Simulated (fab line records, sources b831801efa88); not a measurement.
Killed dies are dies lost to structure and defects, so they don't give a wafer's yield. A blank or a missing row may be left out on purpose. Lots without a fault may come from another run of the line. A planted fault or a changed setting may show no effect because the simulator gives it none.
A struck lot beside a sound one | flow gf180mcu | 15 steps out of a route of 602
Sound: wafers L288.1, L288.4, L288.6. Struck: wafers L282.1, L282.3, L282.4. The cause comes at the end.
At each step with rows: each side's tool, then ch and its chambers, then its first start. Under that, the readings that differ: sound wafers | struck wafers | difference of the means | sigmas: that difference in standard deviations of wafers without a fault.
alike: readings whose means differ by less than 2 such deviations, and words and numbers that are the same on both sides. not compared: withheld readings, readings that some wafer has no value for, bounds like >300 that may hide the same value, and numbers for which the record gives no deviation and whose values overlap.
The two part at a step that has a row with sigmas, a row that says differs or no value, or rows on one side only. Numbers that don't overlap but have no deviation are shown without sigmas and don't part them. A reading that every wafer of one side lacks parts them only if that side has two wafers or more.

first, 3 steps without rows for these wafers: GF_CONTACT_EXPOSE_11 (exposes mask Contact, target cd 220 nm); GF_CONTACT_PEB_12 (peb time 90 s); GF_CONTACT_DEVELOP_13 (develop time 60 s).
GF_CONTACT_CD_MEAS_14: target cd 220 nm.
  sound on cd_sem-01, day 21 11:38; struck on cd_sem-02, day 20 01:05
  alike: cd_nm
GF_CONTACT_OVL_MEAS_15:
  sound on overlay-01, day 21 11:45; struck on overlay-02, day 20 01:13
  alike: CONTACT_OVL
GF_CONTACT_ETCH_16: etches BARC in N2/H2.
  sound on rie_diel-03 ch 0,1,3, day 21 11:47; struck on rie_diel-04 ch 0,1,2, day 20 01:15
  reading                     | sound       | struck      | difference | sigmas
  drypump_motor_current_A (A) | 5.5 5.5 5.4 | 6.4 6.3 6.0 | +0.8       | +2
  alike: n2_flow_sccm, oes_product_au, throttle_valve_pct
GF_CONTACT_ETCH_17: etches SiO2 in C4F8/O2/Ar, stops on CoSi2, target depth 860 nm.
  sound on rie_diel-03 ch 0,1,3; struck on rie_diel-04 ch 0,1,2
  alike: oes_product_au
GF_CONTACT_STRIP_18: strips in O2/N2.
  sound on plasma_asher-01 ch 0, day 21 11:57; struck on plasma_asher-02 ch 0,1, day 20 01:25
  alike: drypump_motor_current_A, heater_power_w, n2_flow_sccm, oes_product_au
  not compared: rf_hours_counter_h
then, 3 steps without rows for these wafers: GF_CONTACT_CLEAN_19 (cleans in SPM); GF_CONTACT_CLEAN_20 (cleans in DIW); GF_CONTACT_CLEAN_21 (cleans in dHF, time 20 s).
GF_CONTACT_SPUTTER_22: material Ti, target thk 15 nm, time 80.02 s.
  sound on pvd_sputter-04, day 21 12:16; struck on pvd_sputter-04, day 20 01:48
  alike: cathode_dc_power_W, chamber_pressure_pa, throttle_valve_pct
GF_CONTACT_SPUTTER_23: material TiN, target thk 10 nm, time 40 s.
  sound on pvd_sputter-04, day 21 12:20; struck on pvd_sputter-04, day 20 01:52
  no value came back on the struck wafers for cathode_dc_power_W (W), chamber_pressure_pa (Pa), throttle_valve_pct (%); on the sound wafers cathode_dc_power_W (W) reads 3999.6 4000.4 3998.8
GF_CONTACT_CVD_24: deposits W, target thk 300 nm, time 90.339 s.
  sound on cvd_w-02 ch 0,1, day 21 12:22; struck on cvd_w-02 ch 0,1, day 20 01:54
  alike: heater_power_w
-- the record jumps here: 12 days lie between the struck wafers' starts before and after (it left off in module CONTACT and takes up again in module PASSIVATION, whose first step shown is number 602 of the route) --
GF_PASSIVATION_PROBE_99:
  the record has rows for the struck wafers here (prober-01, day 32 03:13) and none for the sound ones

WHERE THEY PART
First at GF_CONTACT_ETCH_16; last, within this record, at GF_PASSIVATION_PROBE_99.

WHY: what the simulator had put in
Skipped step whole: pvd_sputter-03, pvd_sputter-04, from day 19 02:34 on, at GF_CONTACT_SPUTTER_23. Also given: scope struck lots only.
